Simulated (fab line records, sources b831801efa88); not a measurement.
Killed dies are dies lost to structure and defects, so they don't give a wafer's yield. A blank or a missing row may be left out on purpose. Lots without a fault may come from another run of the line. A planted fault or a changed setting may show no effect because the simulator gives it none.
Problem report in the 8D (eight disciplines) form, filled by code | flow sky130 | the parts of the form that need people (team, actions taken, sign-off) are left out

1. THE PROBLEM
spin_speed_rpm at SKY_DNWELL_COAT_02 reads a mean of 2138.4 rpm on 9 wafers of 3 lots; wafers without a fault read 2000.0 rpm with a standard deviation of 1.5. That is +92 standard deviations from the usual mean.
The step: resist thk 3000 nm.
First seen on wafer L220.2, day 4 19:58, on litho_track-02. The record holds 39 wafers of 13 lots with a number at this step. Rule for "out", or "out of limits": more than 4 standard deviations from the usual mean. The other wafers with a number count as sound.

2. WHAT IT IS AND WHAT IT IS NOT
question                    | is                     | is not
which readings at this step | spin_speed_rpm         | chill_plate_temp_C
which lots                  | L220, L222, L223       | L213, L214, L215, L216, L218, L219, L229, L231, L232, L234
which wafers of those lots  | all that have a number | -
read on which tools         | litho_track-02         | litho_track-04
when                        | from day 4 19:58       | up to then (18 sound wafers); but 12 sound wafers of L229, L231, L232, L234 came after

3. SUSPECTS, AND WHAT RULES EACH OUT
Counting: a tool at a process step up to the reading stays a suspect if it ran every lot that is out and no sound lot after the first of them.
- litho_track-02 at SKY_DNWELL_COAT_02 (resist thk 3000 nm): ruled out as a lasting fault. Sound lots L232 ran on it after its first lot that is out, L220 (day 4 19:58).
Left after counting: nothing in the record.

4. THE CAUSE (what the simulator had put in)
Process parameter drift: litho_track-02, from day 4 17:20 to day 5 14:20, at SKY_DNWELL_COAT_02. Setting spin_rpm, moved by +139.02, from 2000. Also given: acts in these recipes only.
Counting ruled it out, wrongly.

5. THE CHAIN OF EFFECTS, in route order
Each row: a reading whose mean over the struck wafers that have a number lies more than 3 standard deviations from the usual. Only readings for which the record gives a usual standard deviation are gone through. hours: the time from each lot's start at the first step in this table that gives one to its start at this step, as a median over the lots. sigmas: the change in usual standard deviations.
hours | step                | reading                  | usual      | on struck wafers | change | sigmas
0     | SKY_DNWELL_COAT_02  | spin_speed_rpm           | 2000.0 rpm | 2138.4           | +138.4 | +92
10    | SKY_DNWELL_STRIP_08 | strip_time_to_endpoint_s | 36.90 s    | 35.76            | -1.14  | -12
The process steps in it:
- SKY_DNWELL_COAT_02: resist thk 3000 nm.
- SKY_DNWELL_STRIP_08: strips in O2/N2.
Later measuring or inspecting steps at which every struck wafer that the step has a row for has a number for every such reading, and none has moved that far: SKY_SONOS_ONO_THK_MEAS_05, SKY_SONOS_ONO_OVL_MEAS_14.

6. WHAT WOULD HAVE CAUGHT IT SOONER
In this record the first reading out of limits was taken at day 4 19:58, 3 hours after the fault began at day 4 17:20.
